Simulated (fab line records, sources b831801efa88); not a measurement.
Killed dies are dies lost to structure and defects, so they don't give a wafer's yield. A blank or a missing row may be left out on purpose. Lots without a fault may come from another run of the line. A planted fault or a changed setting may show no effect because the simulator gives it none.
Problem report in the 8D (eight disciplines) form, filled by code | flow gf180mcu | the parts of the form that need people (team, actions taken, sign-off) are left out

1. THE PROBLEM
DUAL_GATE_OXIDATION_00_THK at GF_DUAL_GATE_THK_MEAS_03 reads a mean of 9.62 nm on 6 wafers of 2 lots; wafers without a fault read 10.84 nm with a standard deviation of 0.19. That is -6.4 standard deviations from the usual mean.
First seen on wafer L855.1, day 10 17:00, on film_metro-02. The record holds 36 wafers of 12 lots with a number at this step. Rule for "out", or "out of limits": more than 4 standard deviations from the usual mean. The other wafers with a number count as sound.

2. WHAT IT IS AND WHAT IT IS NOT
question                    | is                           | is not
which readings at this step | DUAL_GATE_OXIDATION_00_THK   | -
which lots                  | L855, L856                   | L847, L849, L851, L852, L853, L854, L864, L865, L866, L868
which wafers of those lots  | all that have a number       | -
read on which gauges        | film_metro-02, film_metro-04 | -
when                        | from day 10 17:00            | up to then (18 sound wafers); but 12 sound wafers of L864, L865, L866, L868 came after

3. SUSPECTS, AND WHAT RULES EACH OUT
Counting: a tool at a process step up to the reading stays a suspect if it ran every lot that is out and no sound lot after the first of them.
- the gauge at GF_DUAL_GATE_THK_MEAS_03: ruled out. The wafers that are out were read on 2 gauges (film_metro-02, film_metro-04).
- furnace-02 at GF_DUAL_GATE_OXIDATION_02 (stabilise 600 s, purge 300 s, target thk 10.887 nm): ruled out as a lasting fault. Sound lots L864, L865, L866 ran on it after its first lot that is out, L855 (day 10 15:33).
Left after counting: nothing in the record.

4. THE CAUSE (what the simulator had put in)
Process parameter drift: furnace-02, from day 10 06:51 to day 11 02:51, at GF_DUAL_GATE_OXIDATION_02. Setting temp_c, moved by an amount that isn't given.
Counting ruled it out, wrongly: the rule takes a fault to strike every lot that its tool runs from its start on, and this one did not.

5. THE CHAIN OF EFFECTS, in route order
Each row: a reading whose mean over the struck wafers that have a number lies more than 3 standard deviations from the usual. Only readings for which the record gives a usual standard deviation are gone through. hours: the time from each lot's start at the first step in this table that gives one to its start at this step, as a median over the lots. sigmas: the change in usual standard deviations.
hours | step                      | reading                    | usual    | on struck wafers | change | sigmas
0     | GF_DUAL_GATE_OXIDATION_02 | spike_tc_bottom_C          | 920.3 C  | 907.8            | -12.5  | -11
0     | GF_DUAL_GATE_OXIDATION_02 | spike_tc_centre_C          | 901.2 C  | 889.7            | -11.5  | -9.6
0     | GF_DUAL_GATE_OXIDATION_02 | spike_tc_lower_C           | 900.4 C  | 888.9            | -11.5  | -11
0     | GF_DUAL_GATE_OXIDATION_02 | spike_tc_top_C             | 912 C    | 897              | -15    | -4.0
0     | GF_DUAL_GATE_OXIDATION_02 | spike_tc_upper_C           | 899.4 C  | 887.1            | -12.3  | -13
0     | GF_DUAL_GATE_OXIDATION_02 | tube_center_temp_C         | 900 C    | 888              | -12    | -99 or more
0     | GF_DUAL_GATE_OXIDATION_02 | tube_center_temp_C_max     | 902.3    | 890.5            | -11.8  | -31
1     | GF_DUAL_GATE_THK_MEAS_03  | DUAL_GATE_OXIDATION_00_THK | 10.84 nm | 9.62             | -1.22  | -6.4
The process steps in it:
- GF_DUAL_GATE_OXIDATION_02: stabilise 600 s, purge 300 s, target thk 10.887 nm.
Later measuring or inspecting steps at which every struck wafer that the step has a row for has a number for every such reading, and none has moved that far: GF_HV_LDD_CD_MEAS_07, GF_HV_LDD_TW_MEAS_23.

6. WHAT WOULD HAVE CAUGHT IT SOONER
In this record the first reading out of limits at a measuring or inspecting step was taken at day 10 17:00, 10 hours after the fault began at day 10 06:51.
The tool's own readings at GF_DUAL_GATE_OXIDATION_02 were out on every struck wafer that the step has a row for (spike_tc_bottom_C, spike_tc_centre_C, spike_tc_lower_C, spike_tc_upper_C, tube_center_temp_C, tube_center_temp_C_max): an alarm limit on them would have fired on the first of those.
